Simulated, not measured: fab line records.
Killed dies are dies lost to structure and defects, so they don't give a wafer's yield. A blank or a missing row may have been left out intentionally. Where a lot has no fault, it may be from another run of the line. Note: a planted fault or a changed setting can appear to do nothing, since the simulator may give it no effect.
fab line records	flow sky130
record lots=6	wafers=18	last_day=49
route steps=708 shown LDD_P@264 LDD_HVN@267 PAD_OPEN@708
lots that met no fault: from a run of the same line without faults
start_h: the number of hours between the record's first day and the start of the first shown wafer of the lot	wait_h: hours since the lot's step before	" same as the row above	L1.1+2: a single row standing in for several wafers	- no value present, or no start provided	* or withheld: withheld	< > ~ a bound
route shown NAME@n: a module of which the file shows steps, and the number in the route of the first	usual: mean/standard deviation taken from wafers without a fault	same: alike in all rows	chamber/n: place in a boat	sites: the reading at each site	_std_site: standard deviation across them	_edge_site: mean of outer sites minus mean of inner sites	radius_mm: for every site, how far away it sits from the centre of the wafer	mask NAME#n: copy n	behind: the tool/chamber that last shaped the wafer	hold: reason for holding the lot/hours on hold/outcome of the hold	device: transistor that didn't switch, given as n, p or np	end of line: the tests these same wafers got at the end of their route	a step without rows: its recipe alone	killed: not the wafer's yield, but the dies lost to structure and defects at the first sort	map: per-die view of a wafer (x killed, . not killed, _ where there is no die)
set.NAME: the setting that was run; set.NAME@STEP: the one run at that earlier step	model.NAME: the simulator's own value behind a step, which no gauge read
lots seen at some steps along the route; tables by step, rows by wafer
services: the hour from which a tool's chamber was out of use, counted from the record's first day as start_h (under 0 if before that day), plus the number of hours and why
## steps
# step SKY_LDD_P_IMPLANT_09
# recipe species=BF2	energy_kev=25	dose_cm2=1e+13	tilt_deg=withheld
# step SKY_LDD_P_STRIP_10
# recipe chemistry=O2/N2	power_w=1400	pressure_mtorr=1500	platen_temp_c=withheld	o2_flow_sccm=3000	n2_flow_sccm=300	overash_fraction=0.5
# usual drypump_motor_current_A=5.7/0.32	n2_flow_sccm=300.2/0.84	oes_product_au=0.715/0.0044	strip_time_to_endpoint_s=14.18/0.036
lot.wafer	tool	chamber	start_h	wait_h	drypump_motor_current_A	n2_flow_sccm	oes_product_au	rf_hours_counter_h	strip_time_to_endpoint_s
L872.1	plasma_asher-04	0	451.44	0.1	6.1	300.9	0.707	76	14.14
L872.2	"	1	"	"	5.4	299.6	0.711	76	14.14
L872.5	"	1	"	"	5.4	299.5	0.715	-	14.13
L874.2	plasma_asher-02	1	468.36	0.1	6.0	300.0	0.718	4	14.16
L874.3	"	1	"	"	6.0	299.9	0.710	-	14.10
L874.4	"	0	"	"	5.1	301.8	0.711	-	14.10
L875.2	plasma_asher-01	1	484.13	0.1	5.7	299.6	0.718	66	14.16
L875.3	"	0	"	"	5.9	299.5	0.713	-	14.12
L875.5	"	1	"	"	5.7	299.3	0.715	-	14.17
L884.2	plasma_asher-02	0	570.90	0.1	5.2	300.5	0.711	14	14.16
L884.3	"	1	"	"	6.0	299.4	0.714	-	14.21
L884.4	"	0	"	"	5.2	299.8	0.718	-	14.21
L886.2	plasma_asher-04	1	587.69	0.1	5.4	299.9	0.717	89	14.17
L886.3	"	1	"	"	5.4	298.6	0.719	-	14.19
L886.5	"	1	"	"	5.4	300.0	0.712	-	14.16
L891.1	plasma_asher-01	1	621.24	0.1	5.7	301.4	0.717	79	14.17
L891.3	"	1	"	"	5.7	301.4	0.706	-	14.20
L891.5	"	0	"	"	6.0	301.4	0.722	-	14.18
# step SKY_LDD_P_TW_MEAS_11
# usual LDD_P_TW=632/6.4
lot.wafer	tool	chamber	start_h	wait_h	LDD_P_TW
L872.1	film_metro-03	-	451.54	0.1	631
L872.2	"	-	"	"	628
L872.5	"	-	"	"	633
L874.2	film_metro-03	-	468.47	0.1	632
L874.3	"	-	"	"	629
L874.4	"	-	"	"	630
L875.2	film_metro-03	-	484.24	0.1	631
L875.3	"	-	"	"	631
L875.5	"	-	"	"	634
L884.2	film_metro-02	-	571.01	0.1	624
L884.3	"	-	"	"	621
L884.4	"	-	"	"	622
L886.2	film_metro-04	-	587.80	0.1	639
L886.3	"	-	"	"	644
L886.5	"	-	"	"	641
L891.1	film_metro-02	-	621.34	0.1	626
L891.3	"	-	"	"	626
L891.5	"	-	"	"	624
# step SKY_LDD_HVN_DEHYDRATE_00
# recipe temp_c=200	time_s=60
# step SKY_LDD_HVN_HMDS_01
# recipe prime_time_s=60	prime_temp_c=120
# step SKY_LDD_HVN_COAT_02
# recipe resist=NOVOLAK	spin_rpm=3000	resist_thk_nm=300
# step SKY_LDD_HVN_SOFTBAKE_03
# recipe temp_c=90	time_s=60	resist=NOVOLAK
# step SKY_LDD_HVN_EXPOSE_04
# recipe mask_id=HVNTM	na=0.6	source_shape=conventional	sigma_outer=0.6	polarization=unpolarized	target_cd_nm=700	dose_mj=127
# step SKY_LDD_HVN_PEB_05
# recipe temp_c=withheld	time_s=*	resist=NOVOLAK
# step SKY_LDD_HVN_DEVELOP_06
# recipe resist=NOVOLAK	developer=TMAH	develop_time_s=60	dev_temp_c=23
# step SKY_LDD_HVN_OVL_MEAS_07
# usual LDD_HVN_OVL=0.7/1.3
lot.wafer	tool	chamber	start_h	wait_h	LDD_HVN_OVL[nm]
L872.1	overlay-02	-	482.08	0.1	-0.8
L872.2	"	-	"	"	0.0
L872.5	"	-	"	"	-0.9
L874.2	overlay-01	-	499.14	0.1	0.1
L874.3	"	-	"	"	-0.2
L874.4	"	-	"	"	-0.1
L875.2	overlay-02	-	514.39	0.1	1.9
L875.3	"	-	"	"	2.1
L875.5	"	-	"	"	1.0
L884.2	overlay-02	-	600.23	0.1	0.7
L884.3	"	-	"	"	1.2
L884.4	"	-	"	"	-0.5
L886.2	overlay-01	-	616.63	0.1	2.2
L886.3	"	-	"	"	1.3
L886.5	"	-	"	"	2.2
L891.1	overlay-02	-	649.77	0.1	1.2
L891.3	"	-	"	"	1.7
L891.5	"	-	"	"	1.1
# step SKY_LDD_HVN_IMPLANT_08
# recipe species=P	energy_kev=60	dose_cm2=3e+13	tilt_deg=40
# step SKY_LDD_HVN_STRIP_09
# recipe chemistry=O2/N2	power_w=1400	pressure_mtorr=1500	platen_temp_c=withheld	o2_flow_sccm=3000	n2_flow_sccm=300	overash_fraction=0.5
# usual drypump_motor_current_A=5.8/0.51	n2_flow_sccm=300.1/0.87	oes_product_au=0.408/0.0045	strip_time_to_endpoint_s=4.130/0.013
lot.wafer	tool	chamber	start_h	wait_h	drypump_motor_current_A	n2_flow_sccm	oes_product_au	rf_hours_counter_h	strip_time_to_endpoint_s
L872.1	plasma_asher-03	1	482.27	0.1	6.7	299.5	0.402	35	4.128
L872.2	"	0	"	"	6.7	300.7	0.412	35	4.129
L872.5	"	1	"	"	6.7	300.0	0.410	-	4.119
L874.2	plasma_asher-04	0	499.32	0.1	6.1	360.5	0.407	80	4.149
L874.3	"	1	"	"	5.4	301.1	0.408	-	4.133
L874.4	"	0	"	"	6.1	359.8	0.404	-	4.116
L875.2	plasma_asher-04	0	514.57	0.1	6.1	359.8	0.396	82	4.127
L875.3	"	0	"	"	6.1	359.9	0.416	-	4.132
L875.5	"	0	"	"	6.1	360.7	0.409	-	4.139
L884.2	plasma_asher-02	0	600.41	0.1	5.2	301.0	0.414	17	4.128
L884.3	"	0	"	"	5.2	300.3	0.407	-	4.123
L884.4	"	1	"	"	6.1	300.0	0.405	-	4.141
L886.2	plasma_asher-04	1	616.81	0.1	5.4	298.7	0.409	92	4.148
L886.3	"	0	"	"	6.1	299.3	0.407	-	4.139
L886.5	"	1	"	"	5.4	299.7	0.406	-	4.117
L891.1	plasma_asher-02	1	649.96	0.1	6.0	300.4	0.403	22	4.116
L891.3	"	0	"	"	5.2	299.4	0.409	-	4.123
L891.5	"	1	"	"	6.0	300.6	0.412	-	4.124
# step SKY_LDD_HVN_TW_MEAS_10
# usual LDD_HVN_TW=1421/8.8
lot.wafer	tool	chamber	start_h	wait_h	LDD_HVN_TW
L872.1	film_metro-02	-	482.37	0.1	1427
L872.2	"	-	"	"	1421
L872.5	"	-	"	"	1423
L874.2	film_metro-03	-	499.43	0.1	1427
L874.3	"	-	"	"	1430
L874.4	"	-	"	"	1432
L875.2	film_metro-01	-	514.68	0.1	1431
L875.3	"	-	"	"	1434
L875.5	"	-	"	"	1435
L884.2	film_metro-01	-	600.53	0.1	1420
L884.3	"	-	"	"	1420
L884.4	"	-	"	"	1420
L886.2	film_metro-01	-	616.92	0.1	1418
L886.3	"	-	"	"	1416
L886.5	"	-	"	"	1420
L891.1	film_metro-02	-	650.06	0.1	1399
L891.3	"	-	"	"	1396
L891.5	"	-	"	"	1409
# step SKY_PAD_OPEN_PROBE_99
# usual killed_at_M0_to_M3=44/7.2	killed_at_M4_up=3.1/1.8	killed_at_contacts=24/4.5	killed_at_front_end=16/4.4	killed_at_other=0.2/0.42	killed_dies=87/8.9	killed_open=48/6.4	killed_short=39/6.2
# same gross_dies=492	killed_at_back_side=0
lot.wafer	tool	chamber	start_h	wait_h	killed_at_M0_to_M3	killed_at_M4_up	killed_at_contacts	killed_at_front_end	killed_at_other	killed_dies	killed_open	killed_short
L875.2	prober-01	-	1097.43	0.1	51	3	27	22	0	103	62	41
L875.3	prober-01	-	1097.48	0.2	62	3	27	18	0	110	57	53
L875.5	prober-01	-	1097.58	0.2	38	5	28	18	0	89	51	38
L884.2	prober-02	-	1156.62	0.1	43	0	21	17	0	81	40	41
L884.3	prober-02	-	1156.67	0.2	42	1	20	13	1	77	41	36
L884.4	prober-02	-	1156.72	0.2	54	3	33	14	0	104	54	50
L886.2	prober-02	-	1163.58	0.1	47	3	24	20	0	94	54	40
L886.3	prober-02	-	1163.63	0.2	53	4	29	12	0	98	46	52
L886.5	prober-02	-	1163.73	0.2	44	2	17	17	0	80	47	33
# killed by level:class
L875.2 VIA1:geometric_particle:open=16 VIA3:geometric_particle:open=10 LI_CONTACT:geometric_particle:open=7 FIELD_ISO:geometric_particle:short=6 POLY_GATE:geometric_particle:open=6 CONTACT:geometric_particle:open=6 VIA2:geometric_particle:open=6 FIELD_ISO:geometric_particle:open=5
L875.3 VIA1:geometric_particle:open=12 METAL2:geometric_particle:short=10 CONTACT:geometric_particle:open=9 VIA3:geometric_particle:open=8 METAL1:geometric_particle:short=7 LOCAL_INTERCONNECT:geometric_particle:short=6 METAL3:geometric_particle:short=6 POLY_GATE:geometric_particle:open=5
L875.5 CONTACT:geometric_particle:open=11 VIA3:geometric_particle:open=10 VIA1:geometric_particle:open=9 LI_CONTACT:geometric_particle:open=8 POLY_GATE:geometric_particle:short=7 METAL1:geometric_particle:short=6 FIELD_ISO:geometric_particle:short=5 CONTACT:geometric_particle:short=5
L884.2 VIA1:geometric_particle:open=11 METAL2:geometric_particle:short=8 CONTACT:geometric_particle:open=7 CONTACT:geometric_particle:short=6 METAL1:geometric_particle:short=6 FIELD_ISO:geometric_particle:short=5 VIA3:geometric_particle:open=5 POLY_GATE:geometric_particle:short=4
L884.3 VIA1:geometric_particle:open=11 FIELD_ISO:geometric_particle:open=6 LI_CONTACT:geometric_particle:open=6 VIA2:geometric_particle:open=6 VIA1:geometric_particle:short=5 CONTACT:geometric_particle:short=4 METAL2:geometric_particle:short=4 CONTACT:geometric_particle:open=4
L884.4 CONTACT:geometric_particle:open=11 VIA1:geometric_particle:open=10 VIA3:geometric_particle:open=10 VIA1:geometric_particle:short=9 LI_CONTACT:geometric_particle:short=8 METAL2:geometric_particle:short=8 POLY_GATE:geometric_particle:open=5 LI_CONTACT:geometric_particle:open=5
L886.2 VIA1:geometric_particle:open=18 FIELD_ISO:geometric_particle:short=7 FIELD_ISO:geometric_particle:open=7 VIA1:geometric_particle:short=7 LI_CONTACT:geometric_particle:open=7 CONTACT:geometric_particle:open=7 VIA3:geometric_particle:open=6 CONTACT:geometric_particle:short=5
L886.3 VIA1:geometric_particle:open=14 CONTACT:geometric_particle:open=12 VIA1:geometric_particle:short=9 LI_CONTACT:geometric_particle:open=7 METAL1:geometric_particle:short=7 POLY_GATE:geometric_particle:short=5 METAL2:geometric_particle:short=5 LI_CONTACT:geometric_particle:short=4
L886.5 VIA1:geometric_particle:open=11 VIA1:geometric_particle:short=10 FIELD_ISO:geometric_particle:open=7 CONTACT:geometric_particle:open=6 VIA3:geometric_particle:open=6 LI_CONTACT:geometric_particle:open=4 METAL1:geometric_particle:short=4 METAL2:geometric_particle:short=4
## services
tool	chamber	start_h	hours	kind
plasma_asher-02	0	430.25	-	clean
plasma_asher-02	1	430.25	-	clean
plasma_asher-04	-	431.31	3.4	repair
plasma_asher-03	-	595.22	1.7	repair
plasma_asher-04	-	601.69	2.1	repair
plasma_asher-04	-	637.37	14.6	pm
plasma_asher-03	-	649.19	14.6	pm
## key
first_sign step=SKY_LDD_HVN_STRIP_09	reading=n2_flow_sccm	direction=up	sigmas=69	usual=300.1	struck=360.2
effect none on later readings
met_at SKY_LDD_HVN_STRIP_09
struck_wafers L874.2,L874.4,L875.2,L875.3,L875.5
tester_left_out L874,L875
fault kind=process_parameter_drift	tool=plasma_asher-04	chamber=0	onset_h=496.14	steps=SKY_LDD_HVN_STRIP_09	channel=n2_flow_sccm	offset=60	shape=step	end_h=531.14	acts_in=these_recipes_only	stated=300
# tester_left_out: of these lots the tester's yield and bins aren't shown, on N5 and GAA mostly nor the transistor test; their killed dies are dies lost to structure and defects alone, not to doping, threshold or leakage, so they don't give the yield
